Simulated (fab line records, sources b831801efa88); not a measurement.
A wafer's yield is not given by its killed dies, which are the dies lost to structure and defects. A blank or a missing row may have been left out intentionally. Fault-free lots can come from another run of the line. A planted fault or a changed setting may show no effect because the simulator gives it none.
The tool behind it: which one? | flow sky130 | 7 lots, 20 wafers sampled, at 1 step of a route of 708

== WHAT THE GAUGES SHOWED, per wafer ==
SKY_SONOS_TUNNEL_CD_MEAS_07: the cd target is 410 nm.
lot  | measured     | on       | cdNm (nm)
L833 | day 12 12:48 | cdSem-02 | 409.7 410.8 410.5
L835 | day 12 23:08 | cdSem-02 | 413.1 413.2 410.1
L839 | day 14 06:27 | cdSem-02 | 405.8 405.0 406.9
L841 | day 14 21:21 | cdSem-02 | 408.6 410.1 408.7
L843 | day 15 15:05 | cdSem-02 | 409.3 409.9 409.1
L847 | day 16 17:25 | cdSem-02 | 410.3 410.1
L853 | day 18 15:18 | cdSem-01 | 411.6 413.4 410.9

== WHAT TOOL EACH LOT RAN ON (gives the tool, then ch and the chambers of the sampled wafers, and finally the start) ==
There is no process step in the record ahead of these readings.

== THE ANSWER, worked out from the rows above alone ==
Rule: the usual values come from the lots themselves. Put in order of their means at a reading, lots are off if they are a third of the lots or fewer, leave a main group of 4 or more, and stand apart from it by a gap of 3 or more times the standard deviation of the main group's means; of several such gaps the widest counts. If all means in a main group match to the digits the tables above print for the reading, that group is not used. A lot without any number at a reading at which 4 lots or more have one is off too. Any other lot the step has rows for is counted as sound.
No lot is off at any reading shown: from this, nothing can be told.

== WHAT HAD BEEN PUT IN BY THE SIMULATOR ==
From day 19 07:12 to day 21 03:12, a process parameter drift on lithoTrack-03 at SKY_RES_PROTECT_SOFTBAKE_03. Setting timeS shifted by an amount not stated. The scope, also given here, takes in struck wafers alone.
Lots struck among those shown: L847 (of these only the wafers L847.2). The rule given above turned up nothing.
